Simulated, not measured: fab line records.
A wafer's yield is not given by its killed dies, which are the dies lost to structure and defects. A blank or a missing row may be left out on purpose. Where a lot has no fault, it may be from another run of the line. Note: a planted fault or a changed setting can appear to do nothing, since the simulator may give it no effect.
The tool behind it: which one? || flow sfqLine || at 1 step of a route of 325, 14 lots with 42 wafers sampled

## WHAT THE GAUGES READ, wafer by wafer
The record holds no reading of a measuring or inspecting step that can be judged against a usual standard deviation.

## EACH LOT AND THE TOOL THAT RAN IT (in order: tool; ch and the chambers of the sampled wafers; start)
{"lot": "L701", "SFQ_TRILAYER_JJ_CE_BARC_OPEN_RIE_150": "rieMetal-01 ch 0,1, day 41 14:55"}
{"lot": "L703", "SFQ_TRILAYER_JJ_CE_BARC_OPEN_RIE_150": "rieMetal-01 ch 0,1, day 42 03:38"}
{"lot": "L704", "SFQ_TRILAYER_JJ_CE_BARC_OPEN_RIE_150": "rieMetal-04 ch 0,1, day 46 16:52"}
{"lot": "L706", "SFQ_TRILAYER_JJ_CE_BARC_OPEN_RIE_150": "rieMetal-01 ch 0,1, day 48 01:40"}
{"lot": "L708", "SFQ_TRILAYER_JJ_CE_BARC_OPEN_RIE_150": "rieMetal-01 ch 0,1, day 48 22:10"}
{"lot": "L709", "SFQ_TRILAYER_JJ_CE_BARC_OPEN_RIE_150": "rieMetal-03 ch 0,1, day 49 12:35"}
{"lot": "L711", "SFQ_TRILAYER_JJ_CE_BARC_OPEN_RIE_150": "rieMetal-01 ch 0,1, day 50 07:25"}
{"lot": "L712", "SFQ_TRILAYER_JJ_CE_BARC_OPEN_RIE_150": "rieMetal-01 ch 0,1, day 50 15:49"}
{"lot": "L713", "SFQ_TRILAYER_JJ_CE_BARC_OPEN_RIE_150": "rieMetal-04 ch 0,1, day 50 20:37"}
{"lot": "L716", "SFQ_TRILAYER_JJ_CE_BARC_OPEN_RIE_150": "rieMetal-03 ch 0,1, day 52 05:01"}
{"lot": "L720", "SFQ_TRILAYER_JJ_CE_BARC_OPEN_RIE_150": "rieMetal-01 ch 1, day 55 03:00"}
{"lot": "L721", "SFQ_TRILAYER_JJ_CE_BARC_OPEN_RIE_150": "rieMetal-04 ch 1, day 55 10:19"}
{"lot": "L722", "SFQ_TRILAYER_JJ_CE_BARC_OPEN_RIE_150": "rieMetal-04 ch 0,1, day 55 12:43"}
{"lot": "L723", "SFQ_TRILAYER_JJ_CE_BARC_OPEN_RIE_150": "rieMetal-01 ch 0,1, day 55 17:31"}
- SFQ_TRILAYER_JJ_CE_BARC_OPEN_RIE_150: chemistry O2, target BARC, target depth 240 nm, time 80 s.

## AS READ BY THE TOOLS THEMSELVES (means over the sampled wafers that have a number; for cases with no such wafer, the mark the record gives instead)
SFQ_TRILAYER_JJ_CE_BARC_OPEN_RIE_150. Usual: biasW 80.00 W, standard deviation 0.28; drypumpMotorCurrentA 5.12 A, standard deviation 0.16; oesProductAu 0.539 a.u., standard deviation 0.0045.
{"lot": "L701", "tool": "rieMetal-01", "biasW (W)": 80.25, "drypumpMotorCurrentA (A)": 5.09, "oesProductAu (a.u.)": 0.542, "flag": ""}
{"lot": "L703", "tool": "rieMetal-01", "biasW (W)": 80.29, "drypumpMotorCurrentA (A)": 5.12, "oesProductAu (a.u.)": 0.539, "flag": ""}
{"lot": "L704", "tool": "rieMetal-04", "biasW (W)": 80.24, "drypumpMotorCurrentA (A)": 5.00, "oesProductAu (a.u.)": 0.542, "flag": ""}
{"lot": "L706", "tool": "rieMetal-01", "biasW (W)": 79.85, "drypumpMotorCurrentA (A)": 5.10, "oesProductAu (a.u.)": 0.537, "flag": ""}
{"lot": "L708", "tool": "rieMetal-01", "biasW (W)": 80.05, "drypumpMotorCurrentA (A)": 5.10, "oesProductAu (a.u.)": 0.546, "flag": ""}
{"lot": "L709", "tool": "rieMetal-03", "biasW (W)": 79.79, "drypumpMotorCurrentA (A)": 5.38, "oesProductAu (a.u.)": 0.542, "flag": ""}
{"lot": "L711", "tool": "rieMetal-01", "biasW (W)": 92.16, "drypumpMotorCurrentA (A)": 5.10, "oesProductAu (a.u.)": 0.537, "flag": "OFF"}
{"lot": "L712", "tool": "rieMetal-01", "biasW (W)": 92.04, "drypumpMotorCurrentA (A)": 5.13, "oesProductAu (a.u.)": 0.537, "flag": "OFF"}
{"lot": "L713", "tool": "rieMetal-04", "biasW (W)": 80.29, "drypumpMotorCurrentA (A)": 4.99, "oesProductAu (a.u.)": 0.540, "flag": ""}
{"lot": "L716", "tool": "rieMetal-03", "biasW (W)": 80.03, "drypumpMotorCurrentA (A)": 5.37, "oesProductAu (a.u.)": 0.541, "flag": ""}
{"lot": "L720", "tool": "rieMetal-01", "biasW (W)": 79.64, "drypumpMotorCurrentA (A)": 5.16, "oesProductAu (a.u.)": 0.537, "flag": ""}
{"lot": "L721", "tool": "rieMetal-04", "biasW (W)": 79.86, "drypumpMotorCurrentA (A)": 4.85, "oesProductAu (a.u.)": 0.533, "flag": ""}
{"lot": "L722", "tool": "rieMetal-04", "biasW (W)": 80.13, "drypumpMotorCurrentA (A)": 4.92, "oesProductAu (a.u.)": 0.538, "flag": ""}
{"lot": "L723", "tool": "rieMetal-01", "biasW (W)": 79.83, "drypumpMotorCurrentA (A)": 5.10, "oesProductAu (a.u.)": 0.539, "flag": ""}

## THE ANSWER, worked out from the rows above alone
Rule: take the mean of a lot's wafers that have a number; if it is more than 3 standard deviations from the usual mean, the lot is off. A lot without any number at a reading at which 4 lots or more have one is off too. All remaining lots with rows at the step are treated as sound. First the gauges in route order, then the tools' own readings, where a lot's mean is used as printed above. The first step at which some lot is off is used, and at that step the reading that is off furthest; a lot without a number counts as furthest.
Off: L711, L712 (SFQ_TRILAYER_JJ_CE_BARC_OPEN_RIE_150, biasW).
If a tool, at that step or one of the process steps before it, ran each lot that is off and ran no sound lot following the first of them, it fits. Not one of the candidates tried fits.

## WHAT THE SIMULATOR HAD PUT IN
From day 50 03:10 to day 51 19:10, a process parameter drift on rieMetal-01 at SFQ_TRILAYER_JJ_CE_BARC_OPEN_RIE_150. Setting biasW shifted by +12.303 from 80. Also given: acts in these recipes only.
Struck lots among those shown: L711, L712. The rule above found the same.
